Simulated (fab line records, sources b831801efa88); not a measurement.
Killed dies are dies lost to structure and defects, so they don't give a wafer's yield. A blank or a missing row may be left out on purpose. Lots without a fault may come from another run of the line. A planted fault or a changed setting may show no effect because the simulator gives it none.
fab line records | flow sky130
record lots=11 wafers=33 last_day=50
route steps=708 shown FIELD_ISO@25 METAL5@662 PASSIVATION@682 PAD_OPEN@708
lots that met no fault: from a run of the same line without faults
start_h: hours from the record's first day to the start of the lot's first wafer shown | wait_h: hours since the lot's step before | " the same as in the row above | L1.1+2: a row that stands for several wafers | - no value, or no start given | * or withheld: withheld | < > ~ a bound
route shown NAME@n: a module of which the file shows steps, and the number in the route of the first | usual: mean/standard deviation of fault-free wafers | same: alike in all rows | chamber/n: place in a boat | sites: the reading at each site | _std_site: their standard deviation | _edge_site: outer sites' mean less inner sites' | radius_mm: how far each site lies from the wafer's centre | mask NAME#n: copy n | behind: the tool/chamber that last shaped the wafer | hold: why the lot was held/for how many hours/how that ended | device: the transistor (n, p or np) that didn't switch | end of line: the same wafers' tests at the end of the route | a step without rows: its recipe alone | killed: dies lost to structure and defects at the first sort, not the wafer's yield | map: a wafer's dies, x killed, . not, _ none there
set.NAME: the setting as run; set.NAME@STEP: as run at that earlier step | model.NAME: the simulator's own value behind a step, which no gauge read
steps of the route over a sample of lots; a table a step, a row a wafer
services: from which hour (start_h, from the record's first day; less than 0 if before it) a tool's chamber was out of use, for how many hours, and why
## steps
# step SKY_FIELD_ISO_CVD_24
# recipe material=SiO2 target_thk_nm=595 temp_c=650 sigma_open_frac=0.3 time_s=99.2 sih4_flow_sccm=60 pressure_mtorr=6
# columns lot.wafer tool chamber start_h wait_h
L885.3+4+6 hdpcvd-02 2,2,0 31.11 0.0
L886.2+4+5 hdpcvd-02 0,1,2 35.29 0.0
L887.3+5+6 hdpcvd-01 0,0,1 43.37 0.0
L888.1+4+6 hdpcvd-01 2,2,1 46.72 0.1
L889.1+3+4 hdpcvd-02 2,1,0 52.87 0.1
L897.1+4+5 hdpcvd-01 0,2,0 94.07 0.1
L898.2+3+6 hdpcvd-01 2,0,1 98.32 0.0
L903.2+4+6 hdpcvd-02 1,2,2 124.62 0.0
L904.1+2+6 hdpcvd-02 2,1,2 132.08 0.1
L906.1+4+6 hdpcvd-02 0,2,0 139.47 0.1
L908.2+5+6 hdpcvd-02 0,0,2 151.02 0.0
# step SKY_METAL5_SPUTTER_01
# recipe material=TiN target_thk_nm=20 power_w=6500 time_s=16.7 chamber_pressure_pa=0.4
# usual throttle_valve_pct=29.8/1.3
# columns lot.wafer tool chamber start_h wait_h throttle_valve_pct
L885.3 pvd_sputter-04 - 1000.29 0.0 28.5
L885.4 " - " " 28.9
L885.6 " - " " 28.3
L886.2 pvd_sputter-04 - 1012.79 0.0 29.6
L886.4 " - " " 30.0
L886.5 " - " " 30.0
L887.3 pvd_sputter-04 - 1016.73 0.0 28.6
L887.5 " - " " 28.4
L887.6 " - " " 30.1
L888.1 pvd_sputter-03 - 1023.92 0.0 29.9
L888.4 " - " " 30.1
L888.6 " - " " 30.3
L889.1 pvd_sputter-03 - 1038.85 0.0 29.5
L889.3 " - " " 28.6
L889.4 " - " " 29.1
L897.1 pvd_sputter-04 - 1085.95 0.0 29.7
L897.4 " - " " 28.3
L897.5 " - " " 30.0
L898.2 pvd_sputter-04 - 1088.08 0.0 30.1
L898.3 " - " " 28.5
L898.6 " - " " 30.2
L903.2 pvd_sputter-03 - 1125.68 0.0 28.5
L903.4 " - " " 28.9
L903.6 " - " " 30.2
L904.1 pvd_sputter-02 - 1127.94 0.0 31.8
L904.2 " - " " 32.6
L904.6 " - " " 30.6
L906.1 pvd_sputter-04 - 1131.43 0.0 28.5
L906.4 " - " " 28.5
L906.6 " - " " 28.2
L908.2 pvd_sputter-02 - 1137.98 0.0 29.3
L908.5 " - " " 31.3
L908.6 " - " " 29.3
# step SKY_PASSIVATION_THK_MEAS_01
# recipe reads=SiO2_of_PASSIVATION_CVD_00
# usual PASSIVATION_CVD_00_THK=89.9/1.1
# columns lot.wafer tool chamber start_h wait_h PASSIVATION_CVD_00_THK[nm]
L885.3 film_metro-02 - 1024.46 - 89.7
L885.4 " - " " 90.9
L885.6 " - " " 91.1
L886.2 film_metro-03 - 1036.80 - 89.2
L886.4 " - " " 89.5
L886.5 " - " " 90.9
L887.3 film_metro-02 - 1040.94 - 88.0
L887.5 " - " " 89.3
L887.6 " - " " 90.1
L888.1 film_metro-04 - 1047.27 - 89.0
L888.4 " - " " 90.8
L888.6 " - " " 90.4
L889.1 film_metro-04 - 1061.47 - 88.9
L889.3 " - " " 88.7
L889.4 " - " " 89.9
L897.1 film_metro-02 - 1108.18 - 89.3
L897.4 " - " " 90.8
L897.5 " - " " 90.2
L898.2 film_metro-03 - 1109.85 - 88.0
L898.3 " - " " 89.4
L898.6 " - " " 90.4
L903.2 film_metro-04 - 1145.34 - 90.7
L903.4 " - " " 90.9
L903.6 " - " " 93.0
L904.1 film_metro-02 - 1147.12 - 88.1
L904.2 " - " " 88.5
L904.6 " - " " 89.3
L906.1 film_metro-04 - 1151.31 - 89.0
L906.4 " - " " 92.0
L906.6 " - " " 91.6
L908.2 film_metro-04 - 1156.84 - 89.3
L908.5 " - " " 92.4
L908.6 " - " " 91.7
# step SKY_PASSIVATION_STRIP_12
# recipe chemistry=O2/N2 power_w=1400 pressure_mtorr=1500 platen_temp_c=withheld overash_fraction=0.7 o2_flow_sccm=3000 n2_flow_sccm=300
# usual drypump_motor_current_A=6.0/0.41 o2_flow_sccm=2999/9.3 oes_product_au=0.661/0.0046 strip_time_to_endpoint_s=31.51/0.12
# columns lot.wafer tool chamber start_h wait_h drypump_motor_current_A o2_flow_sccm oes_product_au rf_hours_counter_h strip_time_to_endpoint_s
L885.3 plasma_asher-04 1 1047.47 0.1 6.4 2978 0.667 - 31.54
L885.4 " 0 " " 5.9 2991 0.658 - 31.25
L885.6 " 1 " " 6.4 2985 0.665 - 31.42
L886.2 plasma_asher-04 0 1058.99 0.1 5.9 2993 0.657 49 31.72
L886.4 " 0 " " 5.9 2989 0.662 - 31.46
L886.5 " 1 " " 6.4 3016 0.663 - 31.39
L887.3 plasma_asher-04 0 1062.68 0.1 5.9 2991 0.658 - 31.37
L887.5 " 1 " " 6.4 3003 0.653 - 31.40
L887.6 " 0 " " 5.9 3009 0.666 - 31.27
L888.1 plasma_asher-04 1 1069.30 0.1 6.4 2996 0.655 51 31.37
L888.4 " 0 " " 5.9 2992 0.657 - 31.30
L888.6 " 1 " " 6.4 3001 0.651 - 31.36
L889.1 plasma_asher-04 0 1082.55 0.1 5.9 3003 0.662 52 31.52
L889.3 " 1 " " 6.4 2998 0.662 - 31.48
L889.4 " 0 " " 5.9 3017 0.661 - 31.33
L897.1 plasma_asher-01 1 1128.44 0.1 5.7 3008 0.658 39 31.61
L897.4 " 0 " " 6.7 2999 0.660 - 31.80
L897.5 " 1 " " 5.7 2986 0.660 - 31.73
L898.2 plasma_asher-02 0 1129.50 0.1 5.4 2989 0.661 6 31.54
L898.3 " 1 " " 6.2 2991 0.665 - 31.57
L898.6 " 1 " " 6.2 2999 0.657 - 31.40
L903.2 plasma_asher-02 1 1162.75 0.1 6.2 2992 0.659 10 31.53
L903.4 " 0 " " 5.4 2995 0.664 - 31.52
L903.6 " 1 " " 6.2 2994 0.664 - 31.55
L904.1 plasma_asher-04 1 1164.80 0.1 6.4 3004 0.658 61 31.55
L904.2 " 0 " " 5.9 3015 0.661 61 31.51
L904.6 " 0 " " 5.9 3002 0.665 - 31.54
L906.1 plasma_asher-02 1 1168.10 0.1 6.2 2999 0.658 10 31.33
L906.4 " 1 " " 6.2 3008 0.665 - 31.54
L906.6 " 0 " " 5.4 3012 0.664 - 31.40
L908.2 plasma_asher-02 0 1174.35 0.1 5.4 2990 0.668 11 31.42
L908.5 " 0 " " 5.4 2982 0.659 - 31.51
L908.6 " 1 " " 6.2 3003 0.660 - 31.55
# step SKY_PAD_OPEN_PROBE_99
# usual killed_at_M0_to_M3=44/6.6 killed_at_M4_up=3.4/1.9 killed_at_contacts=25/5.6 killed_at_front_end=15/4.6 killed_at_other=0.3/0.6 killed_dies=88/9.5 killed_open=47/7.1 killed_short=40/6.4
# same gross_dies=492 killed_at_back_side=0
# columns lot.wafer tool chamber start_h wait_h killed_at_M0_to_M3 killed_at_M4_up killed_at_contacts killed_at_front_end killed_at_other killed_dies killed_open killed_short
L897.1 prober-02 - 1148.82 0.1 49 6 18 75 0 148 53 34
L897.4 prober-02 - 1148.97 0.2 42 3 29 22 0 96 49 46
L897.5 prober-02 - 1149.02 0.2 32 1 23 77 0 133 37 31
L898.2 prober-01 - 1149.82 0.1 43 5 22 12 0 82 43 39
L898.3 prober-01 - 1149.87 0.2 31 2 30 79 0 142 46 27
L898.6 prober-01 - 1150.02 0.2 43 6 25 23 0 97 59 38
# killed by level:class
L897.1 FIELD_ISO:unspecified=61 VIA1:geometric_particle:open=13 CONTACT:geometric_particle:open=10 VIA2:geometric_particle:open=8 METAL1:geometric_particle:short=6 VIA1:geometric_particle:short=5 LI_CONTACT:geometric_particle:open=4 METAL2:geometric_particle:short=4
L897.4 CONTACT:geometric_particle:open=10 FIELD_ISO:geometric_particle:short=9 LI_CONTACT:geometric_particle:open=9 VIA2:geometric_particle:open=8 CONTACT:geometric_particle:short=7 VIA1:geometric_particle:open=6 FIELD_ISO:geometric_particle:open=5 VIA1:geometric_particle:short=5
L897.5 FIELD_ISO:unspecified=64 CONTACT:geometric_particle:open=9 VIA3:geometric_particle:open=6 LI_CONTACT:geometric_particle:open=5 METAL1:geometric_particle:short=5 VIA1:geometric_particle:open=5 FIELD_ISO:geometric_particle:open=4 METAL2:geometric_particle:short=4
L898.2 CONTACT:geometric_particle:open=11 VIA3:geometric_particle:open=10 VIA1:geometric_particle:open=7 METAL1:geometric_particle:short=7 VIA1:geometric_particle:short=6 LI_CONTACT:geometric_particle:open=5 FIELD_ISO:geometric_particle:short=4 METAL3:geometric_particle:short=4
L898.3 FIELD_ISO:unspecified=69 CONTACT:geometric_particle:open=13 LI_CONTACT:geometric_particle:open=9 VIA3:geometric_particle:open=8 POLY_GATE:geometric_particle:open=5 VIA1:geometric_particle:open=5 VIA1:geometric_particle:short=5 METAL2:geometric_particle:short=4
L898.6 VIA1:geometric_particle:open=12 VIA3:geometric_particle:open=10 CONTACT:geometric_particle:open=10 FIELD_ISO:geometric_particle:open=8 VIA2:geometric_particle:open=6 LI_CONTACT:geometric_particle:open=5 CONTACT:geometric_particle:short=5 METAL4:geometric_particle:short=5
## services
# columns tool chamber start_h hours kind
hdpcvd-02 - 66.75 15.0 pm
hdpcvd-02 0 87.17 12.8 repair
hdpcvd-02 - 90.49 14.6 pm
hdpcvd-02 0 114.30 10.7 repair
plasma_asher-04 - 146.51 0.4 repair
plasma_asher-04 - 200.03 14.6 pm
hdpcvd-02 0 297.84 12.1 repair
hdpcvd-02 - 344.87 1.5 repair
hdpcvd-02 2 347.86 2.2 repair
pvd_sputter-04 - 359.50 9.3 repair
plasma_asher-04 - 389.05 2.8 pm
plasma_asher-04 - 421.32 9.0 pm
pvd_sputter-04 - 453.43 4.3 repair
plasma_asher-04 - 516.89 4.4 repair
hdpcvd-02 - 527.66 0.3 repair
plasma_asher-04 - 543.78 4.3 repair
pvd_sputter-04 - 554.29 1.7 repair
plasma_asher-04 - 575.93 6.8 repair
hdpcvd-02 - 650.75 15.0 pm
hdpcvd-02 - 749.56 2.8 pm
hdpcvd-02 2 915.69 8.8 repair
hdpcvd-02 1 1029.84 9.8 repair
hdpcvd-02 0 1052.55 20.7 repair
hdpcvd-02 0 1073.44 5.3 repair
## key
first_sign step=SKY_PAD_OPEN_PROBE_99 reading=killed_at_front_end direction=up sigmas=13 usual=15 struck=77
effect step=SKY_PAD_OPEN_PROBE_99 reading=killed_dies direction=up sigmas=5.6 usual=88 struck=141
met_at SKY_FIELD_ISO_CVD_24
struck_lots L897,L898
struck_wafers L897.1,L897.5,L898.3
tester_left_out L897,L898
not_acting_at SKY_METAL5_SPUTTER_01,SKY_PASSIVATION_THK_MEAS_01,SKY_PASSIVATION_STRIP_12
onset_between 43.37 94.07
fault kind=chamber_particle_source tool=hdpcvd-01 chamber=0 onset_h=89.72 steps=SKY_FIELD_ISO_CVD_24 rate_per_visit_cm2=2.0437 end_h=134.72
# tester_left_out: of these lots the tester's yield and bins aren't shown, on N5 and GAA mostly nor the transistor test; their killed dies are dies lost to structure and defects alone, not to doping, threshold or leakage, so they don't give the yield
